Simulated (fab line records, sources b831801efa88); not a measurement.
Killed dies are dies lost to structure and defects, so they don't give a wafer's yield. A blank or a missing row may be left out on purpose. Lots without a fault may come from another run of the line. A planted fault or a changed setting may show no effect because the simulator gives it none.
Which tool did it? | flow gf180mcu | 7 lots, 21 wafers sampled, at 2 steps of a route of 602

WHAT THE GAUGES READ, wafer by wafer
GF_SAB_THK_MEAS_01.
lot  | measured     | on            | SAB_CVD_00_THK (nm)
L609 | day 14 15:40 | film_metro-02 | 50.7 50.1 50.6
L611 | day 15 13:10 | film_metro-01 | 49.7 50.9 50.8
L618 | day 17 20:00 | film_metro-04 | 50.2 50.7 68.8
L625 | day 20 04:24 | film_metro-02 | 49.8 50.2 50.7
L627 | day 20 20:47 | film_metro-02 | 50.3 49.7 50.1
L629 | day 21 15:08 | film_metro-02 | 49.6 50.7 50.0
L631 | day 22 05:37 | film_metro-01 | 50.2 50.5 50.1

WHICH TOOL RAN EACH LOT (tool, then ch and the chambers of the sampled wafers, then the start)
lot  | GF_SAB_CVD_00
L609 | pecvd-01 ch 0,1,2, day 14 15:35
L611 | pecvd-01 ch 0,2, day 15 13:08
L618 | pecvd-02 ch 0,2, day 17 19:59
L625 | pecvd-01 ch 0,1,2, day 20 04:22
L627 | pecvd-03 ch 0,2, day 20 20:46
L629 | pecvd-03 ch 1,2, day 21 15:07
L631 | pecvd-03 ch 1,2, day 22 05:35
- GF_SAB_CVD_00: deposits SiO2 from TEOS, target thk 50 nm, time 4.9302 s.

THE ANSWER, worked out from the rows above alone
Rule: what is usual is taken from the lots themselves. Put in order of their means at a reading, lots are off if they are a third of the lots or fewer, leave a main group of 4 or more, and stand apart from it by a gap of 3 or more times the standard deviation of the main group's means; of several such gaps the widest counts. A main group whose means are all the same, to the digits that the tables above print for the reading, isn't used. A lot without any number at a reading at which 4 lots or more have one is off too. The other lots that the step has rows for count as sound.
Off: L618, at GF_SAB_THK_MEAS_01 (SAB_CVD_00_THK). The main group: mean 50.3 nm, standard deviation 0.16.
A tool fits if, at a process step before that reading, it ran every lot that is off, and no sound lot after the first of them. The gauges at GF_SAB_THK_MEAS_01 are tried like those tools. Can't be told from this: 2 tools fit, pecvd-02 at GF_SAB_CVD_00, film_metro-04 at GF_SAB_THK_MEAS_01.

WHAT THE SIMULATOR HAD PUT IN
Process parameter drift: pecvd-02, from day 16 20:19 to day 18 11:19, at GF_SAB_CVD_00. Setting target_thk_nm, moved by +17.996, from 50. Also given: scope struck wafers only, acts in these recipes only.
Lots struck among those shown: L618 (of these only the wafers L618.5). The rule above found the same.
